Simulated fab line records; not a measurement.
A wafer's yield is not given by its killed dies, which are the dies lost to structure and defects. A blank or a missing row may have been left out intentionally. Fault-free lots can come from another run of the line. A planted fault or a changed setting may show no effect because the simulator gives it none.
Which tool did it? -- flow sky130 -- Sampling: 6 lots, 18 wafers, 2 of 708 route steps

## WHAT EACH GAUGE READ, for each wafer
SKY_VIA1_CD_MEAS_12: target cd 150 nm.
lot,measured,on,cd nm (nm)
L811,day 35 05:06,cd sem-02,149.4 151.2 150.6
L814,day 35 18:44,cd sem-01,146.8 147.3 148.7
L818,day 37 00:58,cd sem-01,149.6 148.5 149.3
L827,day 39 21:13,cd sem-02,149.8 150.6 149.4
L828,day 40 07:38,cd sem-02,154.3 152.4 151.4
L830,day 42 05:31,cd sem-01,149.0 148.6 147.4

## WHAT TOOL EACH LOT RAN ON (gives the tool, then ch and the chambers of the sampled wafers, and finally the start)
lot,SKY_METAL1_DESCUM_17
L811,"rie metal-02 ch 1, day 34 01:33"
L814,"rie metal-01 ch 0,1, day 34 15:23"
L818,"rie metal-01 ch 0,1, day 35 21:53"
L827,"rie metal-03 ch 0, day 38 18:21"
L828,"rie metal-02 ch 0,1, day 39 04:58"
L830,"rie metal-01 ch 0,1, day 41 05:25"
- SKY_METAL1_DESCUM_17: chemistry O2, time 8 s.

## THE ANSWER, worked out from the rows above alone
Rule: the usual values come from the lots themselves. Put in order of their means at a reading, lots are off if they are a third of the lots or fewer, leave a main group of 4 or more, and stand apart from it by a gap of 3 or more times the standard deviation of the main group's means; of several such gaps the widest counts. A main group whose means are all the same, to the digits that the tables above print for the reading, isn't used. Also off: a lot with no number at a reading for which 4 or more lots have one. The other lots that the step has rows for count as sound.
Nothing can be told from this: no lot is off at any reading shown.

## WHAT THE SIMULATOR HAD PUT IN
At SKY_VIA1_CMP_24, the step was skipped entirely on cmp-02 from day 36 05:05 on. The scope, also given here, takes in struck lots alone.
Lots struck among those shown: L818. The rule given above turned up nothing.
